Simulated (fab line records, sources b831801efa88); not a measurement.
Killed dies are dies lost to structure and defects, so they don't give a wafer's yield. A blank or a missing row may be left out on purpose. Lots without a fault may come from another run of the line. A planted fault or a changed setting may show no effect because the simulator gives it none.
Chamber matching | flow gf180mcu | GF_POLY_GATE_ETCH_13 on rie_si-01: 4 sister chambers
The step etches poly-Si in HBr/Cl2, stops on SiO2, target depth 198.5 nm, time 69.6 s. 8 wafers are shown with their chamber, then 8 later ones without.

WAFERS WITH THEIR CHAMBER
wafer  | chamber | drypump_motor_current_A (A) | run_length_s (s)
L829.5 | 3       | 5.2                         | 98.0
L831.1 | 3       | 5.2                         | 98.3
L831.4 | 1       | 5.8                         | 98.0
L831.6 | 1       | 5.7                         | 98.4
L832.5 | 0       | 5.6                         | 97.1
L834.4 | 0       | 5.6                         | 96.9
L835.4 | 2       | 5.2                         | 97.6
L835.5 | 2       | 5.2                         | 97.5

WAFERS WITHOUT THEIR CHAMBER
wafer  | drypump_motor_current_A (A) | run_length_s (s)
L835.6 | 5.8                         | 98.0
L836.1 | 5.2                         | 98.0
L836.3 | 5.6                         | 96.9
L836.6 | 5.8                         | 98.9
L837.2 | 5.7                         | 98.2
L837.3 | 5.2                         | 98.0
L837.5 | 5.2                         | 97.6
L842.4 | 5.2                         | 98.3

WHICH CHAMBER EACH WENT THROUGH
wafer  | from the rows above     | in truth
L835.6 | 1                       | 1
L836.1 | can't be placed: 3 or 2 | 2
L836.3 | 0                       | 0
L836.6 | 1                       | 1
L837.2 | 1                       | 1
L837.3 | can't be placed: 3 or 2 | 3
L837.5 | 2                       | 2
L842.4 | 3                       | 3
Placed correctly: 6 of 8. Can't be placed from these rows: 2 (the true chamber is among the candidates in 2). Placed wrongly: 0.
How it was worked out, from the rows above alone: a wafer's distance from a chamber is the root of the sum, over the readings, of the square of ((its reading less the chamber's mean) divided by the reading's scatter). The wafer belongs to the nearest chamber; if the next one is less than 2 further off, it can't be placed. A chamber's mean is the mean of its shown wafers. The scatter: the root of (the sum of the squares of (reading less its chamber's mean) over the shown wafers, divided by (wafers less chambers)).
